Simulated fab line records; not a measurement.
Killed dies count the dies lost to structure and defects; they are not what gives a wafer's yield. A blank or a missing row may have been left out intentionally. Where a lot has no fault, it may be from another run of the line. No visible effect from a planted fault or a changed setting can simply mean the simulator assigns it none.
fab line records | flow sky130
record lots=6 | wafers=18 | lastDay=50
route steps=708 shown LI_CONTACT@383 LOCAL_INTERCONNECT@387
lots untouched by any fault: they come from a run of this same line in which no faults occurred
startH: the number of hours between the record's first day and the start of the first shown wafer of the lot | waitH: how many hours have passed since the lot's step before this one | " unchanged from the row above | L1.1+2: several wafers, shown together as one row | - either no value or no given start | * or withheld: withheld | < > ~ a bound
route shown NAME@n: names a module that has steps shown in the file, with the first one's number in the route | usual: mean and standard deviation over wafers with no fault | same: alike in all rows | chamber/n: place in a boat | sites: readings site by site | _std_site: the standard deviation of these | _edge_site: the outer-site mean with the inner-site mean subtracted | radiusMm: for every site, how far away it sits from the centre of the wafer | mask NAME#n: copy n | behind: the last tool/chamber to shape the wafer | hold: reason for holding the lot/hours on hold/outcome of the hold | device: which transistor (n, p or np) failed to switch | end of line: the same wafers' tests at the end of the route | a step given without rows: its recipe and nothing more | killed: at the first sort, the dies lost to defects and structure; wafer yield is something else | map: dies across one wafer; x = killed, . = not, _ = none there
set.NAME: setting as actually run; set.NAME@STEP: the setting as run at that earlier step | model.NAME: the simulator's own value behind a step, which no gauge read
certain route steps with their lots: each step a table, each wafer a row
services: a tool's chamber out of use, with start hour (startH, from the record's first day; less than 0 if before it), hours out, and reason
## steps
# step SKY_LI_CONTACT_CVD_21
# recipe material=W | targetThkNm=400 | timeS=120.56 | tempC=398.1 | pressureTorr=40
# usual heaterPowerW=842/53 | susceptorTempC=398.10/0.24
lot.wafer | tool    | chamber | startH | waitH | heaterPowerW | susceptorTempC
L993.1    | cvdW-01 | 1       | 751.12 | 0.0   | 759          | 397.83
L993.3    | "       | 1       | "      | "     | 765          | 398.28
L993.6    | "       | 0       | "      | "     | 861          | 397.79
L996.1    | cvdW-02 | 0       | 753.76 | 0.0   | 887          | 398.18
L996.2    | "       | 1       | "      | "     | 854          | 398.45
L996.4    | "       | 1       | "      | "     | 833          | 398.04
L997.2    | cvdW-01 | 1       | 768.78 | 0.0   | 766          | 397.84
L997.3    | "       | 1       | "      | "     | 769          | 397.89
L997.4    | "       | 0       | "      | "     | 840          | 397.86
L106.1    | cvdW-01 | 1       | 832.67 | 0.0   | 770          | 398.41
L106.5    | "       | 0       | "      | "     | 865          | 397.96
L106.6    | "       | 1       | "      | "     | 767          | 398.32
L107.2    | cvdW-02 | 0       | 835.66 | 0.0   | 921          | 398.03
L107.3    | "       | 0       | "      | "     | 926          | 398.00
L107.5    | "       | 0       | "      | "     | 906          | 397.82
L109.4    | cvdW-01 | 1       | 848.07 | 0.1   | 754          | 397.57
L109.5    | "       | 1       | "      | "     | 752          | 397.59
L109.6    | "       | 0       | "      | "     | 846          | 398.35
# step SKY_LI_CONTACT_RS_MEAS_22
# recipe thkMeasGauge=four-point-probe | reads=W_of_LI_CONTACT_CVD_21+TiN_of_LI_CONTACT_SPUTTER_20+Ti_of_LI_CONTACT_SPUTTER_19
# usual LI_CONTACT_W_RS=0.2943/0.0028
lot.wafer | tool         | chamber | startH | waitH | LI_CONTACT_W_RS[ohm/sq]
L993.1    | filmMetro-01 | -       | 751.25 | 0.1   | 0.2959
L993.3    | "            | -       | "      | "     | 0.2957
L993.6    | "            | -       | "      | "     | 0.2941
L996.1    | filmMetro-01 | -       | 753.88 | 0.1   | 0.2973
L996.2    | "            | -       | "      | "     | 0.2968
L996.4    | "            | -       | "      | "     | 0.2951
L997.2    | filmMetro-02 | -       | 768.93 | 0.1   | 0.2871
L997.3    | "            | -       | "      | "     | 0.2880
L997.4    | "            | -       | "      | "     | 0.2898
L106.1    | filmMetro-01 | -       | 832.80 | 0.1   | 0.2908
L106.5    | "            | -       | "      | "     | 0.2915
L106.6    | "            | -       | "      | "     | 0.2884
L107.2    | filmMetro-01 | -       | 835.81 | 0.1   | 0.2931
L107.3    | "            | -       | "      | "     | 0.2977
L107.5    | "            | -       | "      | "     | 0.2940
L109.4    | filmMetro-03 | -       | 848.22 | 0.1   | 0.2974
L109.5    | "            | -       | "      | "     | 0.2908
L109.6    | "            | -       | "      | "     | 0.2957
# step SKY_LI_CONTACT_THK_MEAS_23
# recipe thkMeasGauge=xrf | reads=W_of_LI_CONTACT_CVD_21
# usual LI_CONTACT_W_THK=389/6
lot.wafer | tool         | chamber | startH | waitH | LI_CONTACT_W_THK[nm]
L993.1    | filmMetro-01 | -       | 751.37 | 0.1   | 391
L993.3    | "            | -       | "      | "     | 392
L993.6    | "            | -       | "      | "     | 392
L996.1    | filmMetro-01 | -       | 754.00 | 0.1   | 388
L996.2    | "            | -       | "      | "     | 391
L996.4    | "            | -       | "      | "     | 392
L997.2    | filmMetro-02 | -       | 769.04 | 0.1   | 394
L997.3    | "            | -       | "      | "     | 395
L997.4    | "            | -       | "      | "     | 389
L106.1    | filmMetro-01 | -       | 832.92 | 0.1   | 396
L106.5    | "            | -       | "      | "     | 393
L106.6    | "            | -       | "      | "     | 396
L107.2    | filmMetro-01 | -       | 835.92 | 0.1   | 393
L107.3    | "            | -       | "      | "     | 386
L107.5    | "            | -       | "      | "     | 387
L109.4    | filmMetro-03 | -       | 848.31 | 0.1   | 392
L109.5    | "            | -       | "      | "     | 404
L109.6    | "            | -       | "      | "     | 397
# step SKY_LI_CONTACT_CMP_24
# recipe stopOn=PSG | tOverpolishS=20 | downForcePsi=3.5 | platenRpm=60 | targetThkNm=0 | padVelocityMS=0.94248
# usual headPressurePsi=3.500/0.0085 | motorCurrentA=10.7/0.9 | overpolishRunS=19.999/0.0086 | timeToEndpointS=91/3.1
lot.wafer | tool   | chamber | startH | waitH | headPressurePsi | motorCurrentA | overpolishRunS | timeToEndpointS
L993.3    | cmp-02 | 0       | 751.43 | 0.0   | 3.483           | 10.8          | 20.001         | 97
L993.1    | "      | 2       | "      | "     | 3.490           | 9.6           | 20.005         | 92
L993.6    | "      | 0       | "      | "     | 3.484           | 10.4          | 19.983         | 97
L996.4    | cmp-01 | 2       | 754.11 | 0.1   | 3.504           | 11.7          | 19.993         | 90
L996.2    | "      | 3       | "      | "     | 3.505           | 11.8          | 19.997         | 92
L996.1    | "      | 0       | "      | "     | 3.527           | 11.2          | 19.992         | 89
L997.4    | cmp-01 | 0       | 769.09 | 0.0   | 3.501           | 10.9          | 19.983         | 86
L997.3    | "      | 2       | "      | "     | 3.516           | 11.4          | 19.986         | 88
L997.2    | "      | 3       | "      | "     | 3.507           | 10.9          | 20.004         | 89
L106.1    | cmp-02 | 1       | 833.08 | 0.1   | 3.498           | 9.9           | 19.980         | 94
L106.6    | "      | 3       | "      | "     | 3.503           | 12.5          | 20.002         | 95
L106.5    | "      | 0       | "      | "     | 3.495           | 10.7          | 19.995         | 94
L107.3    | cmp-01 | 1       | 835.97 | 0.0   | 3.487           | 9.7           | 20.010         | 89
L107.2    | "      | 3       | "      | "     | 3.491           | 11.6          | 20.002         | 93
L107.5    | "      | 1       | "      | "     | 3.489           | 9.7           | 20.005         | 91
L109.4    | cmp-02 | 3       | 848.39 | 0.1   | 3.498           | 12.3          | 20.010         | 87
L109.5    | "      | 2       | "      | "     | 3.494           | 10.1          | 19.988         | 88
L109.6    | "      | 3       | "      | "     | 3.501           | 11.7          | 19.996         | 88
# step SKY_LOCAL_INTERCONNECT_SPUTTER_00
# recipe material=TiN | targetThkNm=100 | tempC=300 | powerW=6500 | timeS=83.3 | chamberPressurePa=0.4
# usual cathodeDcPowerW=6499.9/1 | susceptorTempC=299.98/0.21 | throttleValvePct=30.0/0.87
lot.wafer | tool          | chamber | startH | waitH | cathodeDcPowerW | susceptorTempC | throttleValvePct
L993.1    | pvdSputter-04 | -       | 751.73 | 0.1   | 6501.4          | 299.77         | 31.6
L993.3    | "             | -       | "      | "     | 6498.1          | 299.90         | 29.6
L993.6    | "             | -       | "      | "     | 6500.3          | 299.85         | 31.7
L996.1    | pvdSputter-02 | -       | 754.36 | 0.1   | 6498.6          | 300.12         | 30.4
L996.2    | "             | -       | "      | "     | 6500.4          | 300.51         | 29.0
L996.4    | "             | -       | "      | "     | 6499.3          | 300.03         | 29.6
L997.2    | pvdSputter-02 | -       | 769.39 | 0.1   | 6498.8          | 299.97         | 29.7
L997.3    | "             | -       | "      | "     | 6499.3          | 299.95         | 30.5
L997.4    | "             | -       | "      | "     | 6499.5          | 300.35         | 29.1
L106.1    | pvdSputter-04 | -       | 833.28 | 0.1   | 6501.9          | 299.70         | 29.2
L106.5    | "             | -       | "      | "     | 6499.8          | 299.94         | 31.6
L106.6    | "             | -       | "      | "     | 6499.4          | 300.10         | 30.6
L107.2    | pvdSputter-03 | -       | 836.27 | 0.1   | 6501.4          | 300.31         | 30.2
L107.3    | "             | -       | "      | "     | 6500.1          | 299.79         | 30.3
L107.5    | "             | -       | "      | "     | 6498.8          | 300.11         | 30.2
L109.4    | pvdSputter-03 | -       | 848.64 | 0.2   | 6500.0          | 299.88         | 30.2
L109.5    | "             | -       | "      | "     | 6502.6          | 300.15         | 30.6
L109.6    | "             | -       | "      | "     | 6499.8          | 299.87         | 30.5
# step SKY_LOCAL_INTERCONNECT_RS_MEAS_01
# recipe thkMeasGauge=four-point-probe | reads=TiN_of_LOCAL_INTERCONNECT_SPUTTER_00
# usual LOCAL_INTERCONNECT_TIN_RS=14.15/0.13
lot.wafer | tool         | chamber | startH | waitH | LOCAL_INTERCONNECT_TIN_RS[ohm/sq]
L993.1    | filmMetro-04 | -       | 751.79 | 0.0   | 14.15
L993.3    | "            | -       | "      | "     | 14.17
L993.6    | "            | -       | "      | "     | 13.96
L996.1    | filmMetro-03 | -       | 754.43 | 0.0   | 14.35
L996.2    | "            | -       | "      | "     | 14.37
L996.4    | "            | -       | "      | "     | 14.32
L997.2    | filmMetro-04 | -       | 769.47 | 0.1   | 14.12
L997.3    | "            | -       | "      | "     | 14.32
L997.4    | "            | -       | "      | "     | 14.35
L106.1    | filmMetro-03 | -       | 833.34 | 0.0   | 13.87
L106.5    | "            | -       | "      | "     | 13.82
L106.6    | "            | -       | "      | "     | 13.89
L107.2    | filmMetro-03 | -       | 836.35 | 0.1   | 14.32
L107.3    | "            | -       | "      | "     | 14.29
L107.5    | "            | -       | "      | "     | 14.18
L109.4    | filmMetro-03 | -       | 848.78 | 0.1   | 14.15
L109.5    | "            | -       | "      | "     | 14.14
L109.6    | "            | -       | "      | "     | 14.14
# step SKY_LOCAL_INTERCONNECT_THK_MEAS_02
# recipe thkMeasGauge=xrf | reads=TiN_of_LOCAL_INTERCONNECT_SPUTTER_00
# usual LOCAL_INTERCONNECT_TIN_THK=100.8/1.1
lot.wafer | tool         | chamber | startH | waitH | LOCAL_INTERCONNECT_TIN_THK[nm]
L993.1    | filmMetro-04 | -       | 751.91 | 0.1   | 101.1
L993.3    | "            | -       | "      | "     | 100.8
L993.6    | "            | -       | "      | "     | 102.0
L996.1    | filmMetro-03 | -       | 754.55 | 0.1   | 99.2
L996.2    | "            | -       | "      | "     | 99.2
L996.4    | "            | -       | "      | "     | 99.5
L997.2    | filmMetro-04 | -       | 769.58 | 0.1   | 101.4
L997.3    | "            | -       | "      | "     | 99.6
L997.4    | "            | -       | "      | "     | 99.5
L106.1    | filmMetro-03 | -       | 833.46 | 0.1   | 103.0
L106.5    | "            | -       | "      | "     | 103.0
L106.6    | "            | -       | "      | "     | 102.7
L107.2    | filmMetro-03 | -       | 836.46 | 0.1   | 99.7
L107.3    | "            | -       | "      | "     | 100.1
L107.5    | "            | -       | "      | "     | 100.5
L109.4    | filmMetro-03 | -       | 848.87 | 0.1   | 100.6
L109.5    | "            | -       | "      | "     | 101.3
L109.6    | "            | -       | "      | "     | 100.1
# step SKY_LOCAL_INTERCONNECT_DEHYDRATE_03
# recipe tempC=200 | timeS=60
# step SKY_LOCAL_INTERCONNECT_HMDS_04
# recipe primeTimeS=60 | primeTempC=120
# step SKY_LOCAL_INTERCONNECT_COAT_05
# recipe resist=BARC | tempC=withheld | timeS=withheld | spinRpm=3000 | resistThkNm=60
# step SKY_LOCAL_INTERCONNECT_COAT_06
# recipe resist=KrF-thick | spinRpm=3000 | resistThkNm=455.2
# step SKY_LOCAL_INTERCONNECT_SOFTBAKE_07
# recipe tempC=100 | timeS=90 | resist=KrF-thick
# step SKY_LOCAL_INTERCONNECT_EXPOSE_08
# recipe maskId=LI1M | na=0.8 | sourceShape=annular | sigmaInner=0.55 | sigmaOuter=0.85 | targetCdNm=170 | doseMj=28
# usual exposureDoseMJCm2=28.013/0.027 | focusOffsetNm=0.0/0.62 | stageVelMmS=500.02/0.26
lot.wafer | tool          | chamber | startH | waitH | mask   | exposureDoseMJCm2 | focusOffsetNm | stageVelMmS
L993.1    | krfScanner-01 | 0       | 765.62 | -     | LI1M#0 | 28.031            | -0.7          | 500.36
L993.3    | "             | 0       | "      | "     | LI1M#0 | 28.029            | -0.1          | 500.39
L993.6    | "             | 0       | "      | "     | LI1M#0 | 28.032            | -0.1          | 500.38
L996.1    | krfScanner-01 | -       | 768.34 | -     | LI1M#0 | -                 | -             | -
L996.2    | "             | -       | "      | "     | LI1M#0 | -                 | -             | -
L996.4    | "             | -       | "      | "     | LI1M#0 | -                 | -             | -
L997.2    | krfScanner-02 | -       | 782.99 | -     | LI1M#0 | -                 | -             | -
L997.3    | "             | -       | "      | "     | LI1M#0 | -                 | -             | -
L997.4    | "             | -       | "      | "     | LI1M#0 | -                 | -             | -
L106.1    | krfScanner-02 | 0       | 847.22 | -     | LI1M#0 | 28.028            | 0.0           | 499.79
L106.5    | "             | 0       | "      | "     | LI1M#0 | 28.019            | -0.9          | 500.01
L106.6    | "             | 0       | "      | "     | LI1M#0 | 28.016            | 1.1           | 499.67
L107.2    | krfScanner-02 | 0       | 849.36 | -     | LI1M#0 | 28.057            | 0.2           | 499.66
L107.3    | "             | 0       | "      | "     | LI1M#0 | 28.019            | 1.1           | 500.08
L107.5    | "             | 0       | "      | "     | LI1M#0 | 28.006            | 0.3           | 499.87
L109.4    | krfScanner-01 | 0       | 862.25 | -     | LI1M#0 | 27.985            | 1.2           | 500.27
L109.5    | "             | 0       | "      | "     | LI1M#0 | 27.988            | 0.6           | 500.32
L109.6    | "             | 0       | "      | "     | LI1M#0 | 28.018            | 0.7           | 500.14
# step SKY_LOCAL_INTERCONNECT_PEB_09
# recipe pebTempC=withheld | pebTimeS=withheld | resist=KrF-thick
## services
tool          | chamber | startH | hours | kind
cmp-02        | -       | 744.00 | 4.0   | pm
krfScanner-01 | -       | 744.10 | 0.8   | pm
cmp-02        | -       | 748.00 | -     | consumableReplace:conditioner
cmp-02        | -       | 748.00 | -     | consumableReplace:pad
cmp-02        | -       | 752.54 | 1.6   | repair
krfScanner-02 | -       | 766.23 | 1.3   | pm
krfScanner-01 | -       | 782.51 | 0.8   | pm
krfScanner-01 | -       | 783.26 | 1.0   | pm
cmp-01        | -       | 785.94 | 0.7   | repair
krfScanner-02 | -       | 830.33 | 0.5   | repair
krfScanner-02 | -       | 830.80 | 0.8   | pm
krfScanner-02 | -       | 835.93 | 0.8   | repair
krfScanner-01 | -       | 836.91 | 1.3   | pm
cvdW-02       | -       | 839.81 | 2.8   | pm
cmp-02        | -       | 851.36 | 11.3  | repair
krfScanner-02 | 0       | 858.29 | -     | calibration
## key
firstSign step=SKY_LOCAL_INTERCONNECT_EXPOSE_08 | reading=toolRecord | direction=missing
effect none on later readings
metAt SKY_LOCAL_INTERCONNECT_EXPOSE_08
struckWafers L996.1,L996.2,L996.4,L997.2,L997.3,L997.4
laterRowsLeftOut L996.1,L996.2,L996.4,L997.2,L997.3,L997.4
sortLeftOut L996.1,L996.2,L996.4,L997.2,L997.3,L997.4
testerLeftOut L996,L997
onsetBetween 765.62 768.34
fault kind=skippedStepWhole | tool=krfScanner-01,krfScanner-02 | chamber=- | onsetH=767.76 | steps=SKY_LOCAL_INTERCONNECT_EXPOSE_08 | scope=struckLotsOnly
# testerLeftOut: of these lots the tester's yield and bins aren't shown, on N5 and GAA mostly nor the transistor test; their killed dies are dies lost to structure and defects alone, not to doping, threshold or leakage, so they don't give the yield
# sortLeftOut: the simulated sort isn't trusted on such a fault, so these wafers' sort isn't shown, and their yield isn't known
# laterRowsLeftOut: the simulator's readings of these wafers behind a module that went badly wrong aren't trusted and aren't shown, but for the sort
